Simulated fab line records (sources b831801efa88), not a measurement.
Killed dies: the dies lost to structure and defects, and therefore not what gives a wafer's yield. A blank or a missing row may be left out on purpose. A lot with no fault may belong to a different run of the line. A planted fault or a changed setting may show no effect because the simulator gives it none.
A struck lot beside a sound one | flow sky130 | 15 steps out of a route of 708
Sound: wafers L172.1, L172.5, L172.6. Wafers struck: L181.2, L181.4, L181.6. The cause is given at the end.
For every step that has rows: the tool of each side, followed by ch and its chambers, followed by its first start. Under that, the readings that differ: sound wafers | struck wafers | difference of the means | sigmas: that difference in standard deviations of wafers without a fault.
alike: words and numbers the same on both sides, and readings whose means are apart by under 2 such deviations; not compared: readings that were withheld, readings missing a value for some wafer, numbers with overlapping values and no deviation given by the record, and bounds like >300 which may hide the same value.
A row with sigmas, a row that says differs or no value, or rows on one side alone: a step with any of these is where the two part. Numbers that have no deviation but don't overlap get no sigmas and don't part them. A reading that every wafer of one side lacks parts them only if that side has two wafers or more.

first, 2 steps without rows for these wafers: SKY_VT_ADJUST_LVTN_PEB_05; SKY_VT_ADJUST_LVTN_DEVELOP_06 (develop time 60 s).
SKY_VT_ADJUST_LVTN_OVL_MEAS_07:
  sound on overlay-01, day 9 14:37; struck on overlay-01, day 12 01:17
  alike: VT_ADJUST_LVTN_OVL
after that, 1 step had no rows for these wafers: SKY_VT_ADJUST_LVTN_IMPLANT_08.
SKY_VT_ADJUST_LVTN_STRIP_09: strips in O2/N2.
  sound on plasmaAsher-02 ch 0,1, day 9 14:49; struck on plasmaAsher-02 ch 0,1, day 12 01:28
  alike: drypumpMotorCurrentA, o2FlowSccm, oesProductAu, stripTimeToEndpointS
  not compared: rfHoursCounterH
SKY_VT_ADJUST_LVTN_TW_MEAS_10:
  sound on filmMetro-02, day 9 14:55; struck on filmMetro-03, day 12 01:35
  alike: VT_ADJUST_LVTN_TW
then, 6 steps without rows for these wafers: SKY_VT_ADJUST_LVTN_DEHYDRATE_11 (time 60 s); SKY_VT_ADJUST_LVTN_HMDS_12 (prime time 60 s); SKY_VT_ADJUST_LVTN_COAT_13 (resist thk 1140 nm); SKY_VT_ADJUST_LVTN_SOFTBAKE_14 (time 60 s); SKY_VT_ADJUST_LVTN_EXPOSE_15 (exposes mask HVN STD DERIVED, target cd 600 nm); SKY_VT_ADJUST_LVTN_PEB_16.
SKY_VT_ADJUST_LVTN_DEVELOP_17: develop time 60 s.
  sound on lithoTrack-02 ch 0, day 10 12:39; struck on lithoTrack-04 ch 0, day 13 02:40
reading            | sound             | struck            | difference | sigmas
developerTempC (C) | 23.14 23.03 23.01 | 22.01 22.11 21.90 | -1.05      | -11
SKY_VT_ADJUST_LVTN_OVL_MEAS_18:
  sound on overlay-01, day 10 12:48; struck on overlay-02, day 13 02:47
  alike: VT_ADJUST_LVTN_01_OVL
after that, 1 step had no rows for these wafers: SKY_PAD_OPEN_PROBE_99.

## WHERE THEY PART
At SKY_VT_ADJUST_LVTN_DEVELOP_17 and nowhere else, as far as this record goes. Later steps at which nothing parts them and some readings are alike: SKY_VT_ADJUST_LVTN_OVL_MEAS_18.

WHY: what had been put in by the simulator
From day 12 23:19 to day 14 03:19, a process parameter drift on lithoTrack-04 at SKY_VT_ADJUST_LVTN_DEVELOP_17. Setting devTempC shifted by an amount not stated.
